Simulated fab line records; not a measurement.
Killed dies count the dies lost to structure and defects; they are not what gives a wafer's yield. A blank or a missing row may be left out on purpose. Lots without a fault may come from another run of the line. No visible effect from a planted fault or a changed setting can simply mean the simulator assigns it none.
A struck lot beside a sound one | flow sfq line | 28 out of 325 route steps
Sound: wafers L583.3, L583.4, L583.5. Struck: wafer L594.4 (L594.2, L594.5, from the same lot, were not struck and are left out); the cause is given at the end.
At each step with rows: each side's tool, then ch and its chambers, then its first start. Under that, the readings that differ: sound wafers | struck wafers | difference of the means | sigmas: that difference in standard deviations of wafers without a fault.
alike: words and numbers the same on both sides, and readings whose means are apart by under 2 such deviations; not compared: readings that were withheld, readings missing a value for some wafer, numbers with overlapping values and no deviation given by the record, and bounds like >300 which may hide the same value.
Wherever a step has rows on one side only, a row that says differs or no value, or a row with sigmas, the two part there. Non-overlapping numbers with no deviation appear without sigmas and do not part them. A reading missing from all wafers of one side parts the sides only when that side holds two or more wafers.

first, 6 steps without rows for these wafers: SFQ_TRILAYER_M1_LITHO_COAT_044 (resist thk 62 nm); SFQ_TRILAYER_M1_LITHO_COAT_039 (resist thk 600 nm); SFQ_TRILAYER_M1_LITHO_SOFTBAKE_043; SFQ_TRILAYER_M1_LITHO_EXPOSE_040 (exposes mask M1, target cd 500 nm); SFQ_TRILAYER_M1_LITHO_PEB_042 (peb time 60 s); SFQ_TRILAYER_M1_LITHO_DEVELOP_041 (time 60 s).
SFQ_M1_OVL_MEAS_911:
  sound: overlay-02 at day 11 09:31; struck: overlay-01 at day 14 16:55
  alike: M1_OVL
SFQ_TRILAYER_M1_BARC_OPEN_METAL_ETCH_054: etches BARC in O2, target depth 125 nm, time 41.7 s.
  sound on rie metal-02 ch 0,1, day 11 09:33; struck on rie metal-04 ch 1, day 14 16:56
  reading                        | sound              | struck | difference | sigmas
  chamber pressure mTorr (mTorr) | 9.999 10.004 9.982 | 10.021 | +0.026     | +3
  alike: drypump motor current A, oes product au
  not compared: rf hours counter h
then, 1 step without rows for these wafers: SFQ_TRILAYER_M1_ETCH_METAL_ETCH_042 (etches Nb in Cl2/Ar, stops on SiO2, target depth 240 nm, time 120 s).
SFQ_TRILAYER_M1_STRIP_STRIP_043: strips in O2.
  sound on rie metal-02 ch 0,1, day 11 09:55; struck on rie metal-04 ch 1, day 14 17:07
  alike: chamber pressure mTorr, drypump motor current A, oes product au, platen temp c
  not compared: rf hours counter h
then, 1 step without rows for these wafers: SFQ_TRILAYER_M1_STRIP_SOLV_CLEAN_044 (cleans in NMP, time 600 s).
SFQ_TRILAYER_I1_DEP_PECVD_045: deposits SiO2 from SiH4/N2O, time 111.11 s, target thk 500 nm.
  sound on pecvd-01 ch 0,1, day 11 10:29; struck on pecvd-04 ch 0, day 14 17:55
  alike: chamber pressure Torr, heater power w, throttle valve pct
SFQ_TRILAYER_I1_CMP_CMP_046: polishes SiO2.
  sound on cmp-01 ch 0,1,3, day 11 13:06; struck on cmp-02 ch 3, day 14 23:05
  reading                                             | sound             | struck | difference | sigmas
  model.SiO2_of_TRILAYER_I1_DEP_PECVD_045.thk nm (nm) | 200.5 202.5 200.4 | 185.4  | -15.7      |
  alike: edge zone pressure frac, motor current A, time to endpoint s
SFQ_I1_BOW_MEAS_912:
  sound: film metro-02 at day 11 15:38; struck: film metro-03 at day 15 02:07
  alike: I1_BOW
SFQ_TRILAYER_I1_METRO_MEASURE_047:
  sound: film metro-02 at day 11 16:07; struck: film metro-03 at day 15 02:25
  reading     | sound             | struck | difference | sigmas
  thk nm (nm) | 200.3 202.5 200.2 | 185.2  | -15.8      | -16
then, 6 steps without rows for these wafers: SFQ_TRILAYER_I1_VIA_LITHO_COAT_054 (resist thk 62 nm); SFQ_TRILAYER_I1_VIA_LITHO_COAT_049 (resist thk 650 nm); SFQ_TRILAYER_I1_VIA_LITHO_SOFTBAKE_053; SFQ_TRILAYER_I1_VIA_LITHO_EXPOSE_050 (exposes mask I1, target cd 500 nm); SFQ_TRILAYER_I1_VIA_LITHO_PEB_052 (peb time 60 s); SFQ_TRILAYER_I1_VIA_LITHO_DEVELOP_051 (time 60 s).
-- the record jumps here: 6 days lie between the struck wafers' starts before and after --
SFQ_I1_OVL_MEAS_913:
  sound: overlay-01 at day 16 21:49; struck: overlay-01 at day 21 08:49
  alike: I1_OVL
then, 1 step without rows for these wafers: SFQ_TRILAYER_I1_VIA_BARC_OPEN_VIA_ETCH_071 (etches BARC in O2, target depth 125 nm, time 41.7 s).
SFQ_TRILAYER_I1_VIA_ETCH_VIA_ETCH_052: etches SiO2 in CHF3, stops on Nb, target depth 260 nm.
  sound on rie diel-03 ch 0,2, day 16 21:53; struck on rie diel-04 ch 3, day 21 08:53
  reading                        | sound             | struck | difference | sigmas
  oes product au (a.u.)          | 0.852 0.868 0.857 | 0.814  | -0.045     | -9
  model.I1.feature depth nm (nm) | 200.5 202.5 200.4 | 185.4  | -15.7      |
  model.etch.depth nm (nm)       | 200.5 202.5 200.4 | 185.4  | -15.7      |
  alike: chamber pressure mTorr, drypump motor current A
SFQ_TRILAYER_I1_VIA_STRIP_STRIP_053: strips in O2.
  sound on rie metal-01 ch 0,1, day 16 22:12; struck on rie metal-02 ch 1, day 21 08:59
  alike: chamber pressure mTorr, drypump motor current A, oes product au, platen temp c
  not compared: rf hours counter h
then, 1 step without rows for these wafers: SFQ_TRILAYER_I1_VIA_STRIP_SOLV_CLEAN_054 (cleans in NMP, time 600 s).
SFQ_TRILAYER_M2_DEP_PRE_CLEAN_056: time 22.5 s.
  sound: pvd sputter-03 at day 16 22:47; struck: pvd sputter-03 at day 21 09:48
  reading                                             | sound         | struck | difference | sigmas
  model.SiO2_of_TRILAYER_I1_DEP_PECVD_045.thk nm (nm) | 193 195 192.9 | 177.9  | -15.7      |
SFQ_TRILAYER_M2_DEP_SPUTTER_055: material Nb, target thk 200 nm, time 133.3 s.
  sound: pvd sputter-03 at day 16 22:49; struck: pvd sputter-03 at day 21 09:50
  alike: throttle valve pct

== WHERE THEY PART ==
At SFQ_TRILAYER_M1_BARC_OPEN_METAL_ETCH_054 first; at SFQ_TRILAYER_I1_VIA_ETCH_VIA_ETCH_052 last (within this record only). Later steps at which nothing parts them and some readings are alike: SFQ_TRILAYER_I1_VIA_STRIP_STRIP_053, SFQ_TRILAYER_M2_DEP_SPUTTER_055.

WHY: what had been put in by the simulator
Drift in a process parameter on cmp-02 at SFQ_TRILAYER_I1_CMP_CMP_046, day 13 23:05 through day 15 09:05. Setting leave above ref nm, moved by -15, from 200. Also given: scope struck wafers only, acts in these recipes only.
